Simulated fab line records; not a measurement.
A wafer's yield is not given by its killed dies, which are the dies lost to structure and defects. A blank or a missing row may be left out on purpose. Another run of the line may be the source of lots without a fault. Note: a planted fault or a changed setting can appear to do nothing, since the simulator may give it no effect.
A struck lot beside a sound one -- flow gf180mcu -- 15 steps out of a route of 602
Sound: these wafers, L572.1, L572.4, L572.5. Struck: wafer L586.4 (L586.3, L586.6, from the same lot, were not struck and are left out); the cause is given at the end.
For every step that has rows: the tool of each side, followed by ch and its chambers, followed by its first start. Under that, the readings that differ: sound wafers -- struck wafers -- difference of the means -- sigmas: that difference in standard deviations of wafers without a fault.
alike: same words and numbers on both sides, and readings whose means sit less than 2 such deviations apart. not compared: any withheld reading, any reading some wafer has no value for, any bound like >300 that may hide the same value, and any number with overlapping values for which the record gives no deviation.
Wherever a step has rows on one side only, a row that says differs or no value, or a row with sigmas, the two part there. Non-overlapping numbers with no deviation appear without sigmas and do not part them. Lack of a reading on every wafer of one side parts them only where that side has two or more wafers.

GF_V4_SPUTTER_22: material TiN, target thk 10 nm, time 40 s.
  sound on pvd_sputter-03 at day 24 23:17; struck on pvd_sputter-04 at day 30 10:05
  alike: throttle_valve_pct
then, 1 step without rows for these wafers: GF_V4_CVD_23 (deposits W, target thk 350 nm, time 104.9 s).
GF_V4_RS_MEAS_24: measurement is done with a four-point probe.
  sound on film_metro-02 at day 24 23:26; struck on film_metro-04 at day 30 10:19
  alike: V4_W_RS
GF_V4_THK_MEAS_25: measures by xrf.
  sound on film_metro-02 at day 24 23:34; struck on film_metro-04 at day 30 10:25
  alike: V4_W_THK
GF_V4_CMP_26: polishes, stops on SiO2, t overpolish 15 s, target thk 0 nm.
  sound on cmp-01 ch 0,1,3, day 24 23:57; struck on cmp-02 ch 1, day 30 10:35
  alike: motor_current_A, overpolish_run_s, time_to_endpoint_s
then, 3 steps without rows for these wafers: GF_MIM_SPUTTER_00 (material Ti, target thk 37.5 nm, time 150 s); GF_MIM_SPUTTER_01 (material TiN, target thk 30 nm, time 25 s); GF_MIM_SPUTTER_02 (material AlCu, target thk 450 nm, time 23.9 s).
GF_MIM_SPUTTER_03: material Ti, target thk 10 nm, time 6.7 s.
  sound on pvd_sputter-02 at day 25 00:19; struck on pvd_sputter-04 at day 30 11:02
  alike: throttle_valve_pct
GF_MIM_SPUTTER_04: material TiN, target thk 50 nm, time 41.7 s.
  sound on pvd_sputter-02 at day 25 00:20; struck on pvd_sputter-04 at day 30 11:04
  alike: throttle_valve_pct
GF_MIM_CVD_05: deposits Si3N4, target thk 42 nm, time 29.086 s.
  sound on pecvd-01 ch 0,1, day 25 00:22; struck on pecvd-03 ch 2, day 30 11:06
  alike: heater_power_w
  not compared: since_wet_clean_h
GF_MIM_THK_MEAS_06:
  sound on film_metro-01 at day 25 00:24; struck on film_metro-04 at day 30 11:09
  alike: MIM_CVD_05_THK
GF_MIM_SPUTTER_07: material TiN, target thk 60 nm, time 50 s.
  sound on pvd_sputter-04 at day 25 00:28; struck on pvd_sputter-02 at day 30 11:11
reading,sound,struck,difference,sigmas
model.TiN_of_MIM_SPUTTER_07.thk_nm (nm),59.64 60.08 60.04,63.19,+3.27,
  alike: throttle_valve_pct
then, 2 steps without rows for these wafers: GF_MIM_SPUTTER_08 (material AlCu, target thk 200 nm, time 10.6 s); GF_PASSIVATION_PROBE_99.

## WHERE THEY PART
Nowhere in this record.

WHY: whatever the simulator had introduced
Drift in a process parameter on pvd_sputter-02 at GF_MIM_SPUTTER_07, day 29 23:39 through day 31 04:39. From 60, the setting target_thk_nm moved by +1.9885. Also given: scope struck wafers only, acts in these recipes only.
